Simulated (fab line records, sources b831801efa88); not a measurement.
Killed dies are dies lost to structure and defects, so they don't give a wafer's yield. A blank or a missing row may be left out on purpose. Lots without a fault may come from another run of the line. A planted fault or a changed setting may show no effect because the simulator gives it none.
Chamber matching | flow gf180mcu | GF_STI_ETCH_13 on rie_diel-03: 4 sister chambers
The step etches the open film in CHF3/O2, stops on Si, target depth 282.31 nm, time 112.9 s. 4 wafers are shown with their chamber, then 9 later ones without.

WAFERS WITH THEIR CHAMBER
wafer  | chamber | drypump_motor_current_A (A)
L076.1 | 0       | 5.8
L089.1 | 2       | 5.3
L089.3 | 1       | 5.4
L089.4 | 3       | 5.2

WAFERS WITHOUT THEIR CHAMBER
wafer  | drypump_motor_current_A (A)
L090.1 | 5.5
L090.4 | 5.2
L090.5 | 5.3
L093.1 | 5.1
L093.3 | 5.3
L093.6 | 5.7
L094.1 | 5.3
L094.4 | 5.4
L094.5 | 5.2

WHICH CHAMBER EACH WENT THROUGH
wafer  | from the rows above          | in truth
L090.1 | can't be placed: 1 or 2      | 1
L090.4 | can't be placed: 3 or 2      | 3
L090.5 | can't be placed: 2 or 3 or 1 | 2
L093.1 | can't be placed: 3 or 2      | 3
L093.3 | can't be placed: 2 or 3 or 1 | 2
L093.6 | 0                            | 0
L094.1 | can't be placed: 2 or 3 or 1 | 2
L094.4 | can't be placed: 1 or 2      | 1
L094.5 | can't be placed: 3 or 2      | 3
Placed correctly: 1 of 9. Can't be placed from these rows: 8 (the true chamber is among the candidates in 8). Placed wrongly: 0.
How it was worked out, from the rows above alone: a wafer's distance from a chamber is the root of the sum, over the readings, of the square of ((its reading less the chamber's mean) divided by the reading's scatter). The wafer belongs to the nearest chamber; if the next one is less than 2 further off, it can't be placed. A chamber's mean is the mean of its shown wafers. The scatter: with one shown wafer a chamber, the root of the mean of the squares of how far each hidden wafer lies from its nearest shown one.
